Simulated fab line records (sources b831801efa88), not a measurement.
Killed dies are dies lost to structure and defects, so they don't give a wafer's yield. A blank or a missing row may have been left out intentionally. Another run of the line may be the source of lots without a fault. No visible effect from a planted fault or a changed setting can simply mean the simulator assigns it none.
A struck lot beside a sound one    flow sky130    17 out of 708 route steps
Sound: the wafers L663.1, L663.4, L663.5. Wafers L684.1, L684.2, L684.6 were the ones struck. The cause comes at the end.
Per side, at each step with rows, come the tool, then ch with its chambers, and then its first start. Under that, the readings that differ: sound wafers    struck wafers    difference of the means    sigmas: that difference in standard deviations of wafers without a fault.
alike: readings whose means differ by less than 2 such deviations, and words and numbers that are the same on both sides. not compared: withheld readings, readings that some wafer has no value for, bounds like >300 that may hide the same value, and numbers for which the record gives no deviation and whose values overlap.
A row with sigmas, a row that says differs or no value, or rows on one side alone: a step with any of these is where the two part. Non-overlapping numbers with no deviation appear without sigmas and do not part them. Lack of a reading on every wafer of one side parts them only where that side has two or more wafers.

first, 1 step without rows for these wafers: SKY_LDD_N_IMPLANT_15.
SKY_LDD_N_STRIP_16: strips in O2/N2.
  sound on plasma_asher-01 ch 1, day 17 21:51; struck on plasma_asher-02 ch 0,1, day 25 07:03
  alike: drypump_motor_current_A, oes_product_au, strip_time_to_endpoint_s
  not compared: rf_hours_counter_h
SKY_LDD_N_TW_MEAS_17:
  sound on film_metro-02, day 17 21:57; struck on film_metro-01, day 25 07:09
  alike: LDD_N_TW
then, 7 steps without rows for these wafers: SKY_LDD_P_DEHYDRATE_00 (time 60 s); SKY_LDD_P_HMDS_01 (prime time 60 s); SKY_LDD_P_COAT_02 (resist thk 1140 nm); SKY_LDD_P_SOFTBAKE_03 (time 60 s); SKY_LDD_P_EXPOSE_04 (exposes mask PSDM, target cd 380 nm); SKY_LDD_P_PEB_05; SKY_LDD_P_DEVELOP_06 (develop time 60 s).
SKY_LDD_P_CD_MEAS_07: the cd target is 380 nm.
  sound on cd_sem-02, day 19 04:04; struck on cd_sem-01, day 26 11:17
  alike: cd_nm
SKY_LDD_P_OVL_MEAS_08:
  sound on overlay-01, day 19 04:11; struck on overlay-02, day 26 11:25
  alike: LDD_P_OVL
SKY_LDD_P_IMPLANT_09:
  sound on implanter-02 ch 0, day 19 04:13; struck on implanter-02 ch 0, day 26 11:26
reading             sound                            struck                        difference  sigmas
dose_ions_cm2       1.0007e+13 1.001e+13 1.0003e+13  7.581e+12 7.57e+12 7.588e+12  -2.427e+12  -99 or more
faraday_current_uA  58.2 57.0 55.1                   41.7 42.1 42.2                -14.8       -13
SKY_LDD_P_STRIP_10: strips in O2/N2.
  sound on plasma_asher-04 ch 1, day 19 04:22; struck on plasma_asher-02 ch 0,1, day 26 11:35
  alike: drypump_motor_current_A, oes_product_au, strip_time_to_endpoint_s
  not compared: rf_hours_counter_h
SKY_LDD_P_TW_MEAS_11:
  sound on film_metro-02, day 19 04:28; struck on film_metro-02, day 26 11:41
reading   sound        struck       difference  sigmas
LDD_P_TW  642 643 637  586 583 582  -57         -12
then, 1 step without rows for these wafers: SKY_LDD_HVN_DEHYDRATE_00 (time 60 s).
-- here the record skips 24 days between the struck wafers' starts before and after, leaving off in module LDD_HVN and picking up in module PAD_OPEN (first step shown: number 708 of the route) --
SKY_PAD_OPEN_PROBE_99:
  sound on prober-01, day 45 22:28; struck on prober-01, day 50 15:38
reading                            sound              struck             difference  sigmas
killed_short                       45 52 48           26 28 40           -17         -3
model.etest.tip_p.rs_ohm_sq        6928 6897 6865     8508 8513 8547     +1626       
model.etest.tip_p.rs_ohm_sq_range  164.6 83.46 109.5  428.2 181.2 257.7  +169.8      
  alike: killed_at_M0_to_M3, killed_at_M4_up, killed_at_contacts, killed_at_front_end, killed_at_other, killed_dies, killed_open

== WHERE THEY PART ==
Earliest at SKY_LDD_P_IMPLANT_09; latest, in this record, at SKY_PAD_OPEN_PROBE_99.

WHY: what the simulator had put in
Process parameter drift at SKY_LDD_P_IMPLANT_09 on implanter-02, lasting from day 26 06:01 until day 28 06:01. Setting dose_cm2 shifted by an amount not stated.
